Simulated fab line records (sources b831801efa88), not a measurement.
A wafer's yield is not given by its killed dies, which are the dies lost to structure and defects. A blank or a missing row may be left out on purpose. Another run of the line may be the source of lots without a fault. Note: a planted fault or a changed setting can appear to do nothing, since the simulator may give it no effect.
2 desks looking at one fault    flow gf180mcu    only its own numbers are on each desk; what lay behind them is given at the end

## TOOL OWNER'S DESK, pvdSputter-04
At GF_MIM_SPUTTER_07 (material TiN, target thk 60 nm, time 50 s) the tool's own readings: per lot run on this tool, the mean of the sampled wafers that have a number. The brackets show how far a lot's mean lies from the usual mean; more than 4 standard deviations puts the lot out of limits, marked OUT.
Columns: A = throttleValvePct at GF_MIM_SPUTTER_07, usual 30.1 %
lot   first seen here  A
L287  day 26 11:53     30.4
L298  day 29 14:26     30.3
This desk's verdict: no lot among the 2 shows anything out of limits.

## METROLOGY DESK
What the gauges read for every lot (on any tool): the sampled wafers with a number, averaged. The brackets show how far a lot's mean lies from the usual mean; more than 4 standard deviations puts the lot out of limits, marked OUT.
Columns: A = V4_W_RS at GF_V4_RS_MEAS_24, usual 0.329 ohm/sq; B = V4_W_THK at GF_V4_THK_MEAS_25, usual 358 nm; C = MIM_CVD_05_THK at GF_MIM_THK_MEAS_06, usual 42.1 nm; D = MIM_ALCU_RS at GF_MIM_RS_MEAS_10, usual 0.1604 ohm/sq; E = MIM_ALCU_THK at GF_MIM_THK_MEAS_11, usual 200.5 nm
lot   first seen here  A      B    C     D       E
L287  day 26 11:05     0.330  347  42.4  0.1615  197.9
L288  day 26 18:15     0.327  363  41.6  0.1591  202.6
L298  day 29 13:34     0.321  371  41.8  0.1610  199.4
L300  day 29 23:25     0.336  353  42.0  0.1594  201.4
L305  day 31 10:37     0.319  366  42.2  0.1619  199.2
This desk's verdict: no lot among the 5 shows anything out of limits.

## BROUGHT TOGETHER
Nothing out of limits was seen by the tool owner's desk.
The metrology desk saw nothing out of limits.

## WHAT THE SIMULATOR HAD INSERTED
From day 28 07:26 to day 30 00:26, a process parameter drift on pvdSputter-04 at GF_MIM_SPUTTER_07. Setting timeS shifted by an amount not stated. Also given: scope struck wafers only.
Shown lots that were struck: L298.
